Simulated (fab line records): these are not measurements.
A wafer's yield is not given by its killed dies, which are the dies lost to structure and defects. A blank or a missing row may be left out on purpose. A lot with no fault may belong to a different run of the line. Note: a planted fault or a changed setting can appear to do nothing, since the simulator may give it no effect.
Code-filled problem report in 8D (eight disciplines) form | flow gf180mcu | the parts of the form that need people (team, actions taken, sign-off) are left out

## 1. WHAT WENT WRONG
overpolishRunS at GF_V3_CMP_26 reads a mean of 16.046 s on 6 wafers of 2 lots; wafers without a fault read 15.000 s with a standard deviation of 0.0077. That is +99 or more standard deviations from the usual mean.
The step: polishes, stops on SiO2, t overpolish 15 s, target thk 0 nm.
Earliest sighting: wafer L959.2 on cmp-02 at day 25 22:40. The record has a number at this step for 39 wafers belonging to 13 lots. By rule, "out" or "out of limits" means more than 4 standard deviations away from the usual mean. All remaining wafers that have a number are taken as sound.

## 2. WHAT IT IS, AND WHAT IT ISN'T
question                    | is                     | is not
which readings at this step | overpolishRunS         | timeToEndpointS
which lots                  | L959, L960             | L950, L953, L954, L955, L957, L962, L969, L970, L971, L972, L973
which wafers of those lots  | all that have a number | -
read on which tools         | cmp-02                 | cmp-01
when                        | from day 25 22:40      | up to then (15 sound wafers); but 18 sound wafers of L962, L969, L970, L971, L972, L973 came after

## 3. THE SUSPECTS, EACH WITH WHAT RULES IT OUT
Counting: a tool stays on the suspect list if, at a process step up to the reading, it processed all lots that are out and no sound lot following the first of them.
- pecvd-04 at GF_V2_CVD_02 (deposits SiO2 from TEOS, target thk 850 nm, time 94.851 s): kept. Every lot that is out went through it, starting with L959 (day 23 00:44), and after that it ran no sound lot; the last sound lot it ran before then is L950 (day 19 08:46).
- cmp-02 at GF_V3_CMP_26 (polishes, stops on SiO2, t overpolish 15 s, target thk 0 nm): ruled out as a lasting fault. The sound lots L970, L971, L973 went through it after L959, its earliest lot that is out (day 25 22:40).
Remaining after the count: pecvd-04 at GF_V2_CVD_02.

## 4. THE CAUSE (what the simulator had put in)
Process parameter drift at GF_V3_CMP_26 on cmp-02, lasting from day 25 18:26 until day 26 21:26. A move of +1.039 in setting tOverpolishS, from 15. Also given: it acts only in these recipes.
Counting ruled it out, wrongly.

## 5. THE EFFECT CHAIN, in route order
One row per reading whose mean, taken over the struck wafers that have a number, lies over 3 standard deviations from the usual. Only readings whose record carries a usual standard deviation are examined. hours: median over the lots of the time between each lot's start at the first step of this table that gives one and its start at this step. sigmas: the change, counted in usual standard deviations.
hours | step         | reading        | usual    | on struck wafers | change | sigmas
0     | GF_V3_CMP_26 | overpolishRunS | 15.000 s | 16.046           | +1.046 | +99 or more
Its process steps:
- GF_V3_CMP_26: polishes, stops on SiO2, t overpolish 15 s, target thk 0 nm.
Later steps that measure or inspect, where all struck wafers having a row at the step show a number for every such reading and not one has moved that far: GF_M4_OVL_MEAS_15.

## 6. WHAT WOULD HAVE CAUGHT IT SOONER
First out-of-limits reading in this record: day 25 22:40, which is 4 hours after fault onset at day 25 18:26.
